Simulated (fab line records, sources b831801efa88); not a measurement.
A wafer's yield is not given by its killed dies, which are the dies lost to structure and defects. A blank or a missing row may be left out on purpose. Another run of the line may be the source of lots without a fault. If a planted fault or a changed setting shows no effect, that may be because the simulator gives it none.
Matching of chambers || flow sky130 || SKY_VIA3_CMP_02 on cmp-02: 4 sister chambers
The step polishes SiO2. 8 wafers are shown with their chamber, then 12 later ones without.

WAFERS PAIRED WITH THEIR CHAMBERS
{"wafer": "L089.3", "chamber": 0, "motor current A (A)": 13.7}
{"wafer": "L091.4", "chamber": 2, "motor current A (A)": 13.1}
{"wafer": "L092.1", "chamber": 2, "motor current A (A)": 13.0}
{"wafer": "L092.3", "chamber": 3, "motor current A (A)": 11.1}
{"wafer": "L092.5", "chamber": 1, "motor current A (A)": 10.6}
{"wafer": "L094.1", "chamber": 0, "motor current A (A)": 13.3}
{"wafer": "L094.2", "chamber": 1, "motor current A (A)": 11.0}
{"wafer": "L094.5", "chamber": 3, "motor current A (A)": 10.9}

WAFERS MISSING THEIR CHAMBER
{"wafer": "L095.2", "motor current A (A)": 10.9}
{"wafer": "L095.3", "motor current A (A)": 13.1}
{"wafer": "L095.5", "motor current A (A)": 10.8}
{"wafer": "L096.1", "motor current A (A)": 13.6}
{"wafer": "L096.3", "motor current A (A)": 10.9}
{"wafer": "L096.4", "motor current A (A)": 12.5}
{"wafer": "L096.2", "motor current A (A)": 10.7}
{"wafer": "L096.5", "motor current A (A)": 10.4}
{"wafer": "L096.6", "motor current A (A)": 13.4}
{"wafer": "L097.1", "motor current A (A)": 13.1}
{"wafer": "L097.2", "motor current A (A)": 11.2}
{"wafer": "L097.5", "motor current A (A)": 10.7}

WHICH CHAMBER EACH WENT THROUGH
{"wafer": "L095.2", "from the rows above": "can't be placed: 1 or 3", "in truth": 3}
{"wafer": "L095.3", "from the rows above": "can't be placed: 2 or 0", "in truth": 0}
{"wafer": "L095.5", "from the rows above": "can't be placed: 1 or 3", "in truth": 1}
{"wafer": "L096.1", "from the rows above": 0, "in truth": 0}
{"wafer": "L096.3", "from the rows above": "can't be placed: 1 or 3", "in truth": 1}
{"wafer": "L096.4", "from the rows above": 2, "in truth": 2}
{"wafer": "L096.2", "from the rows above": "can't be placed: 1 or 3", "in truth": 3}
{"wafer": "L096.5", "from the rows above": "can't be placed: 1 or 3", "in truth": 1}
{"wafer": "L096.6", "from the rows above": "can't be placed: 0 or 2", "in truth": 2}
{"wafer": "L097.1", "from the rows above": "can't be placed: 2 or 0", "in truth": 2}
{"wafer": "L097.2", "from the rows above": "can't be placed: 3 or 1", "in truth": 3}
{"wafer": "L097.5", "from the rows above": "can't be placed: 1 or 3", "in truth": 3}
Correct placement for 2 of the 12. Not placeable from these rows: 10 (in 10, the candidates include the true chamber). Wrongly placed: 0.
How it was worked out, from the rows above alone: a wafer's distance from a chamber is the root of the sum, over the readings, of the square of ((its reading less the chamber's mean) divided by the reading's scatter). The wafer belongs to the nearest chamber; if the next one is less than 2 further off, it can't be placed. A chamber's mean is the mean of its shown wafers. The scatter: take each reading less its chamber's mean, square it, sum over the shown wafers, divide by the number of wafers less the number of chambers, and take the root.
